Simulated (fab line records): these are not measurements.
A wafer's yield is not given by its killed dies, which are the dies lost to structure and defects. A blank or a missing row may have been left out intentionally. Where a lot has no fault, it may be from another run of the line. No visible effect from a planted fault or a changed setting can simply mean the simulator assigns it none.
Which tool did it? :: flow sfq-line :: 42 wafers sampled from 14 lots at 1 step of a route of 325

## WHAT EACH GAUGE READ, for each wafer
No reading from a measuring or inspecting step in the record can be judged against a usual standard deviation.

## WHICH TOOL RAN EACH LOT (tool, then ch and the chambers of the sampled wafers, then the start)
lot: L218
SFQ_TRILAYER_I4_VIA_ETCH_VIA_ETCH_106: rie-diel-02 ch 1,2, day 37 02:42

lot: L219
SFQ_TRILAYER_I4_VIA_ETCH_VIA_ETCH_106: rie-diel-04 ch 0,2,3, day 43 08:04

lot: L220
SFQ_TRILAYER_I4_VIA_ETCH_VIA_ETCH_106: rie-diel-03 ch 0,1,3, day 43 10:28

lot: L222
SFQ_TRILAYER_I4_VIA_ETCH_VIA_ETCH_106: rie-diel-02 ch 0,1,3, day 43 12:52

lot: L224
SFQ_TRILAYER_I4_VIA_ETCH_VIA_ETCH_106: rie-diel-02 ch 0,2,3, day 51 06:49

lot: L225
SFQ_TRILAYER_I4_VIA_ETCH_VIA_ETCH_106: rie-diel-02 ch 1,2,3, day 52 08:56

lot: L226
SFQ_TRILAYER_I4_VIA_ETCH_VIA_ETCH_106: rie-diel-02 ch 0,2,3, day 52 16:08

lot: L229
SFQ_TRILAYER_I4_VIA_ETCH_VIA_ETCH_106: rie-diel-04 ch 0,2, day 53 16:11

lot: L234
SFQ_TRILAYER_I4_VIA_ETCH_VIA_ETCH_106: rie-diel-02 ch 1,2, day 55 12:30

lot: L235
SFQ_TRILAYER_I4_VIA_ETCH_VIA_ETCH_106: rie-diel-04 ch 2,3, day 56 14:53

lot: L236
SFQ_TRILAYER_I4_VIA_ETCH_VIA_ETCH_106: rie-diel-02 ch 1,2,3, day 56 17:17

lot: L237
SFQ_TRILAYER_I4_VIA_ETCH_VIA_ETCH_106: rie-diel-02 ch 0,1,2, day 57 05:17

lot: L239
SFQ_TRILAYER_I4_VIA_ETCH_VIA_ETCH_106: rie-diel-04 ch 2,3, day 57 16:05

lot: L241
SFQ_TRILAYER_I4_VIA_ETCH_VIA_ETCH_106: rie-diel-04 ch 0,2,3, day 58 07:14
- SFQ_TRILAYER_I4_VIA_ETCH_VIA_ETCH_106: etches SiO2 in CHF3, stops on Nb, target depth 260 nm.

## WHAT THE TOOLS THEMSELVES READ (means of the sampled wafers that have a number; where no wafer has one, the mark that the record gives instead)
SFQ_TRILAYER_I4_VIA_ETCH_VIA_ETCH_106.
lot: L218
tool: rie-diel-02
drypump-motor-current-A (A): 6.1
oes-product-au (a.u.): 0.854
rf-fwd-power-W (W): 498.7

lot: L219
tool: rie-diel-04
drypump-motor-current-A (A): 6.5
oes-product-au (a.u.): 0.853
rf-fwd-power-W (W): 496.9

lot: L220
tool: rie-diel-03
drypump-motor-current-A (A): 5.8
oes-product-au (a.u.): 0.852
rf-fwd-power-W (W): 497.2

lot: L222
tool: rie-diel-02
drypump-motor-current-A (A): 6.0
oes-product-au (a.u.): 0.857
rf-fwd-power-W (W): 498.2

lot: L224
tool: rie-diel-02
drypump-motor-current-A (A): 5.9
oes-product-au (a.u.): 0.859
rf-fwd-power-W (W): 497.7

lot: L225
tool: rie-diel-02
drypump-motor-current-A (A): 6.0
oes-product-au (a.u.): 0.854
rf-fwd-power-W (W): 496.8

lot: L226
tool: rie-diel-02
drypump-motor-current-A (A): 5.9
oes-product-au (a.u.): 0.861
rf-fwd-power-W (W): 498.6

lot: L229
tool: rie-diel-04
drypump-motor-current-A (A): 6.4
oes-product-au (a.u.): 0.851
rf-fwd-power-W (W): 496.1

lot: L234
tool: rie-diel-02
drypump-motor-current-A (A): 6.2
oes-product-au (a.u.): 0.859
rf-fwd-power-W (W): 498.0

lot: L235
tool: rie-diel-04
drypump-motor-current-A (A): 6.6
oes-product-au (a.u.): 0.853
rf-fwd-power-W (W): 498.0

lot: L236
tool: rie-diel-02
drypump-motor-current-A (A): 6.0
oes-product-au (a.u.): 0.853
rf-fwd-power-W (W): 472.1

lot: L237
tool: rie-diel-02
drypump-motor-current-A (A): 6.1
oes-product-au (a.u.): 0.852
rf-fwd-power-W (W): 471.8

lot: L239
tool: rie-diel-04
drypump-motor-current-A (A): 6.5
oes-product-au (a.u.): 0.851
rf-fwd-power-W (W): 498.0

lot: L241
tool: rie-diel-04
drypump-motor-current-A (A): 6.5
oes-product-au (a.u.): 0.857
rf-fwd-power-W (W): 496.3

## THE ANSWER, worked out from the rows above alone
Rule: what is usual is taken from the lots themselves. Put in order of their means at a reading, lots are off if they are a third of the lots or fewer, leave a main group of 4 or more, and stand apart from it by a gap of 3 or more times the standard deviation of the main group's means; of several such gaps the widest counts. A main group whose means are all the same, to the digits that the tables above print for the reading, isn't used. Also off: a lot with no number at a reading for which 4 or more lots have one. The other lots that the step has rows for count as sound. Order of review: gauges by route order, followed by the tools' own readings, for which a lot's mean as printed above is used. At the first step where some lot is off, the reading lying furthest off is the one used; lots without a number count as furthest.
Off at SFQ_TRILAYER_I4_VIA_ETCH_VIA_ETCH_106 (rf-fwd-power-W): L236, L237. Mean 497.5 W and standard deviation 0.83 in the main group.
A tool fits if, at that step or a process step before it, it ran every lot that is off, and no sound lot after the first of them. One fits: SFQ_TRILAYER_I4_VIA_ETCH_VIA_ETCH_106 on rie-diel-02. A fault onset in the window from L234 (day 55 12:30, its last sound lot) to L236 (day 56 17:17, its first lot off) fits.
The tool's own readings at SFQ_TRILAYER_I4_VIA_ETCH_VIA_ETCH_106 bear it out: on the lots that are off they differ by more than 5 times the standard deviation of the sound lots' means. rf-fwd-power-W reads 472.0 W there against 497.5 W on the sound lots.

## WHAT THE SIMULATOR HAD INSERTED
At SFQ_TRILAYER_I4_VIA_ETCH_VIA_ETCH_106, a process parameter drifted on rie-diel-02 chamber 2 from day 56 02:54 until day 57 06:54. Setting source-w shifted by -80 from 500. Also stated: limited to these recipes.
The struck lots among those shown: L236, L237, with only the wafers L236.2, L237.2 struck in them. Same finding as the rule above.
